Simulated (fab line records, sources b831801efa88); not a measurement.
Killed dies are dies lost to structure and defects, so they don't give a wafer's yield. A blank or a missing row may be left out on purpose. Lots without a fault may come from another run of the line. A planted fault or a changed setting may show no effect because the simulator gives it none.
Which tool did it? | flow gf180mcu | 14 lots, 42 wafers sampled, at 6 steps of a route of 602

WHAT THE GAUGES READ, wafer by wafer
GF_NWELL_TW_MEAS_11.
lot  | measured    | on            | NWELL_TW
L720 | day 3 09:42 | film_metro-01 | 1559 1567 1570
L721 | day 3 15:11 | film_metro-04 | 1564 1551 1561
L722 | day 3 21:27 | film_metro-02 | 1624 1627 1628
L725 | day 4 12:24 | film_metro-04 | 1557 1560 1552
L726 | day 4 16:56 | film_metro-02 | 1624 1618 1620
L727 | day 4 22:16 | film_metro-02 | 1605 1616 1609
L732 | day 6 00:54 | film_metro-02 | 1612 1613 1600
L733 | day 6 05:42 | film_metro-01 | 1565 1572 1576
L734 | day 6 10:38 | film_metro-02 | 1624 1620 1614
L735 | day 6 15:44 | film_metro-01 | 1569 1563 1568
L736 | day 7 01:10 | film_metro-02 | 1602 1610 1607
L738 | day 7 21:56 | film_metro-02 | 31 31 31
L740 | day 8 00:12 | film_metro-02 | 31 31 31
L743 | day 8 15:11 | film_metro-01 | 1556 1564 1545

GF_MVPSD_OVL_MEAS_07.
lot  | measured     | on         | MVPSD_OVL (nm)
L720 | day 5 02:55  | overlay-02 | 2.3 1.6 2.5
L721 | day 5 08:31  | overlay-01 | -0.3 -0.1 -1.3
L722 | day 5 15:37  | overlay-01 | -1.4 -0.2 -1.2
L725 | day 6 06:39  | overlay-01 | 2.3 2.0 1.9
L726 | day 6 11:31  | overlay-02 | -2.9 -1.0 -1.2
L727 | day 6 16:38  | overlay-02 | -1.5 -1.0 -2.1
L732 | day 7 21:19  | overlay-01 | 1.8 1.3 -1.2
L733 | day 8 02:43  | overlay-02 | -1.3 -1.6 0.6
L734 | day 8 10:30  | overlay-02 | -1.9 -1.0 -2.1
L735 | day 8 16:25  | overlay-01 | 0.6 1.0 1.1
L736 | day 9 02:34  | overlay-01 | -0.6 -1.1 0.0
L738 | day 10 02:34 | overlay-02 | 1.3 1.4 -0.7
L740 | day 10 05:22 | overlay-02 | -1.1 -0.3 -0.7
L743 | day 10 20:12 | overlay-01 | 0.8 -0.6 -1.2

GF_VT_IMPLANT_OVL_MEAS_18.
lot  | measured     | on         | VT_IMPLANT_01_OVL (nm)
L720 | day 6 07:22  | overlay-02 | -0.2 1.1 0.0
L721 | day 6 12:54  | overlay-01 | -0.3 -0.5 0.6
L722 | day 6 19:40  | overlay-01 | -2.5 0.4 -2.5
L725 | day 7 11:30  | overlay-01 | 0.5 -1.2 1.0
L726 | day 7 17:51  | overlay-01 | -3.6 -0.8 -2.6
L727 | day 8 00:37  | overlay-01 | -3.6 -4.3 -1.9
L732 | day 9 06:34  | overlay-01 | -0.1 0.5 -0.4
L733 | day 9 12:46  | overlay-02 | -0.4 0.0 -1.6
L734 | day 9 22:27  | overlay-01 | -2.0 1.0 -1.5
L735 | day 10 03:33 | overlay-01 | -1.5 -0.3 -0.4
L736 | day 10 14:42 | overlay-02 | -0.2 0.3 -0.3
L738 | day 11 15:22 | overlay-01 | -0.4 1.2 0.4
L740 | day 11 18:21 | overlay-02 | 0.9 -0.5 1.5
L743 | day 12 10:51 | overlay-02 | 1.2 0.6 1.8

GF_VT_IMPLANT_TW_MEAS_32.
lot  | measured     | on            | VT_IMPLANT_3_TW
L720 | day 6 22:21  | film_metro-02 | 275 276 277
L721 | day 7 03:56  | film_metro-02 | 275 276 275
L722 | day 7 10:59  | film_metro-03 | 265 264 265
L725 | day 8 03:39  | film_metro-04 | 271 273 271
L726 | day 8 10:35  | film_metro-02 | 277 278 277
L727 | day 8 17:49  | film_metro-02 | 277 277 277
L732 | day 10 00:29 | film_metro-03 | 268 266 267
L733 | day 10 07:11 | film_metro-02 | 275 276 275
L734 | day 10 17:09 | film_metro-03 | 268 267 268
L735 | day 10 21:35 | film_metro-04 | 269 269 270
L736 | day 11 09:08 | film_metro-04 | 269 272 273
L738 | day 12 11:26 | film_metro-03 | 266 268 267
L740 | day 12 14:20 | film_metro-02 | 276 277 275
L743 | day 13 06:53 | film_metro-04 | 269 269 271

WHICH TOOL RAN EACH LOT (tool, then ch and the chambers of the sampled wafers, then the start)
lot  | GF_DNWELL_STRIP_08                  | GF_NWELL_STRIP_10
L720 | plasma_asher-03 ch 0,1, day 2 20:24 | plasma_asher-01 ch 0,1, day 3 09:35
L721 | plasma_asher-03 ch 0,1, day 3 01:24 | plasma_asher-04 ch 0,1, day 3 15:05
L722 | plasma_asher-02 ch 0,1, day 3 07:40 | plasma_asher-02 ch 0,1, day 3 21:20
L725 | plasma_asher-03 ch 0, day 3 22:54   | plasma_asher-02 ch 0, day 4 12:18
L726 | plasma_asher-01 ch 0,1, day 4 02:40 | plasma_asher-01 ch 0,1, day 4 16:50
L727 | plasma_asher-01 ch 0,1, day 4 07:50 | plasma_asher-04 ch 0,1, day 4 22:11
L732 | plasma_asher-02 ch 0,1, day 5 10:19 | plasma_asher-04 ch 0,1, day 6 00:47
L733 | plasma_asher-02 ch 1, day 5 15:04   | plasma_asher-04 ch 1, day 6 05:36
L734 | plasma_asher-01 ch 1, day 5 20:19   | plasma_asher-01 ch 0, day 6 10:32
L735 | plasma_asher-03 ch 0, day 6 01:42   | plasma_asher-04 ch 1, day 6 15:38
L736 | plasma_asher-01 ch 0, day 6 09:39   | plasma_asher-01 ch 0, day 7 01:03
L738 | plasma_asher-01 ch 0,1, day 7 05:41 | plasma_asher-02 ch 0,1, day 7 21:50
L740 | plasma_asher-02 ch 0,1, day 7 08:17 | plasma_asher-04 ch 0,1, day 8 00:06
L743 | plasma_asher-03 ch 0, day 7 21:59   | plasma_asher-04 ch 0, day 8 15:05
- GF_DNWELL_STRIP_08: strips in O2/N2.
- GF_NWELL_STRIP_10: strips in O2/N2.

WHAT THE TOOLS THEMSELVES READ (means of the sampled wafers that have a number; where no wafer has one, the mark that the record gives instead)
GF_DNWELL_STRIP_08.
lot  | tool            | chamber_pressure_mTorr (mTorr) | drypump_motor_current_A (A) | heater_power_w (W) | n2_flow_sccm (sccm) | o2_flow_sccm (sccm) | oes_product_au (a.u.) | strip_time_to_endpoint_s (s)
L720 | plasma_asher-03 | 1500                           | 5.4                         | 320                | 298.9               | 2993                | 0.727                 | 37.12
L721 | plasma_asher-03 | 1499                           | 5.2                         | 322                | 299.7               | 3015                | 0.722                 | 36.97
L722 | plasma_asher-02 | 1500                           | 5.6                         | 332                | 300.2               | 3003                | 0.721                 | 37.17
L725 | plasma_asher-03 | 1501                           | 5.5                         | 318                | 299.6               | 3006                | 0.723                 | 36.89
L726 | plasma_asher-01 | 1500                           | 6.3                         | 358                | 299.9               | 2998                | 0.716                 | 36.92
L727 | plasma_asher-01 | 1501                           | 6.0                         | 378                | 299.6               | 2994                | 0.723                 | 37.07
L732 | plasma_asher-02 | 1501                           | 5.6                         | 329                | 300.3               | 2996                | 0.718                 | 37.00
L733 | plasma_asher-02 | 1500                           | 5.4                         | 322                | 299.9               | 3002                | 0.719                 | 36.97
L734 | plasma_asher-01 | 1498                           | 5.6                         | 389                | 301.1               | 2999                | 0.723                 | 37.11
L735 | plasma_asher-03 | 1500                           | 5.5                         | 313                | 300.6               | 3002                | 0.720                 | 37.00
L736 | plasma_asher-01 | 1499                           | 6.7                         | 346                | 299.5               | 2985                | 0.724                 | 37.05
L738 | plasma_asher-01 | -                              | -                           | -                  | -                   | -                   | -                     | -
L740 | plasma_asher-02 | -                              | -                           | -                  | -                   | -                   | -                     | -
L743 | plasma_asher-03 | 1501                           | 5.5                         | 308                | 300.1               | 3003                | 0.718                 | 36.91

GF_NWELL_STRIP_10.
lot  | tool            | chamber_pressure_mTorr (mTorr) | drypump_motor_current_A (A) | heater_power_w (W) | n2_flow_sccm (sccm) | o2_flow_sccm (sccm) | oes_product_au (a.u.) | strip_time_to_endpoint_s (s)
L720 | plasma_asher-01 | 1500.6                         | 6.3                         | 356                | 300.5               | 2995                | 0.727                 | 37.04
L721 | plasma_asher-04 | 1500.1                         | 5.8                         | 375                | 300.4               | 2996                | 0.719                 | 37.08
L722 | plasma_asher-02 | 1499.6                         | 5.5                         | 333                | 301.8               | 2996                | 0.720                 | 37.13
L725 | plasma_asher-02 | 1501.3                         | 5.6                         | 336                | 300.4               | 2992                | 0.722                 | 36.95
L726 | plasma_asher-01 | 1500.9                         | 6.3                         | 357                | 300.4               | 2994                | 0.724                 | 37.03
L727 | plasma_asher-04 | 1499.6                         | 5.8                         | 370                | 300.3               | 2998                | 0.725                 | 37.22
L732 | plasma_asher-04 | 1499.8                         | 5.8                         | 371                | 300.7               | 3006                | 0.721                 | 36.94
L733 | plasma_asher-04 | 1498.8                         | 5.6                         | 402                | 300.7               | 2996                | 0.724                 | 36.99
L734 | plasma_asher-01 | 1501.0                         | 6.7                         | 340                | 300.4               | 3003                | 0.722                 | 37.03
L735 | plasma_asher-04 | 1499.0                         | 5.6                         | 405                | 301.7               | 2996                | 0.722                 | 37.05
L736 | plasma_asher-01 | 1500.4                         | 6.7                         | 342                | 298.9               | 3008                | 0.722                 | 37.08
L738 | plasma_asher-02 | 1499.6                         | 5.5                         | 323                | 300.1               | 3004                | 0.740                 | 81.54
L740 | plasma_asher-04 | 1501.0                         | 5.8                         | 374                | 300.7               | 2996                | 0.739                 | 81.26
L743 | plasma_asher-04 | 1499.7                         | 6.1                         | 309                | 300.6               | 2996                | 0.727                 | 36.98

THE ANSWER, worked out from the rows above alone
Rule: what is usual is taken from the lots themselves. Put in order of their means at a reading, lots are off if they are a third of the lots or fewer, leave a main group of 4 or more, and stand apart from it by a gap of 3 or more times the standard deviation of the main group's means; of several such gaps the widest counts. A main group whose means are all the same, to the digits that the tables above print for the reading, isn't used. A lot without any number at a reading at which 4 lots or more have one is off too. The other lots that the step has rows for count as sound. The gauges are gone through in route order, then the tools' own readings, and for those a lot's mean is taken as printed above. The first step at which some lot is off is used, and at that step the reading that is off furthest; a lot without a number counts as furthest.
Off: L738, L740, at GF_NWELL_TW_MEAS_11 (NWELL_TW). The main group: mean 1589, standard deviation 27.
A tool fits if, at a process step before that reading, it ran every lot that is off, and no sound lot after the first of them. The gauges at GF_NWELL_TW_MEAS_11 aren't tried: what is off there is off at GF_DNWELL_STRIP_08 too, on other tools, and a gauge's error can't cause that. None of those tried fits.

WHAT THE SIMULATOR HAD PUT IN
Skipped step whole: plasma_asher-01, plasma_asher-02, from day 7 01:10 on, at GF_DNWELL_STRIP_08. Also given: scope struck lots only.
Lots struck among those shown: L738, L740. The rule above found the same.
